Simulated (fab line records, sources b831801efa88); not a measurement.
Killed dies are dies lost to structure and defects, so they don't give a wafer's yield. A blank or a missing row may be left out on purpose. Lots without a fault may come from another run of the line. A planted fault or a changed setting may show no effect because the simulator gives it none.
One fault seen from 2 desks | flow sky130 | each desk has only its own numbers; what lay behind them comes last

THE TOOL OWNER'S DESK: rie_diel-02
The tool's own readings at SKY_LI_CONTACT_ETCH_14 (etches BARC in N2/H2, stops on SiO2, time 45.9 s, target depth 60 nm): means of the sampled wafers that have a number, for each lot that ran on this tool. A lot is out of limits, marked OUT, if its mean lies more than 4 standard deviations from the usual mean; the brackets give that distance.
Columns: A = bias_w at SKY_LI_CONTACT_ETCH_14, usual 100.0 W; B = drypump_motor_current_A at SKY_LI_CONTACT_ETCH_14, usual 5.8 A; C = oes_product_au at SKY_LI_CONTACT_ETCH_14, usual 0.855 a.u.; D = rf_fwd_power_W at SKY_LI_CONTACT_ETCH_14, usual 495.3 W; E = throttle_valve_pct at SKY_LI_CONTACT_ETCH_14, usual 13.225 %
lot  | first seen here | A     | B   | C     | D     | E
L222 | day 31 00:11    | 100.0 | 5.7 | 0.855 | 493.5 | 13.233
L229 | day 33 16:49    | 100.1 | 5.7 | 0.847 | 493.3 | 13.233
This desk's finding: nothing out of limits on any of the 2 lots.

THE METROLOGY DESK
What the gauges read, lot by lot, whatever tool the lot ran on: means of the sampled wafers that have a number. A lot is out of limits, marked OUT, if its mean lies more than 4 standard deviations from the usual mean; the brackets give that distance.
Columns: A = LI_CONTACT_BOW at SKY_LI_CONTACT_BOW_MEAS_03, usual 56 um; B = cd_nm at SKY_LI_CONTACT_CD_MEAS_12, usual 170.5 nm; C = LI_CONTACT_OVL at SKY_LI_CONTACT_OVL_MEAS_13, usual 1 nm
lot  | first seen here | A  | B     | C
L222 | day 29 21:11    | 54 | 168.2 | 6
L229 | day 32 13:47    | 52 | 169.3 | -5
L236 | day 34 06:31    | 56 | 171.4 | 0
L239 | day 35 01:44    | 60 | 168.6 | 0
L240 | day 35 07:29    | 49 | 171.6 | -1
This desk's finding: nothing out of limits on any of the 5 lots.

PUT TOGETHER
The tool owner's desk saw nothing out of limits.
The metrology desk saw nothing out of limits.

WHAT THE SIMULATOR HAD PUT IN
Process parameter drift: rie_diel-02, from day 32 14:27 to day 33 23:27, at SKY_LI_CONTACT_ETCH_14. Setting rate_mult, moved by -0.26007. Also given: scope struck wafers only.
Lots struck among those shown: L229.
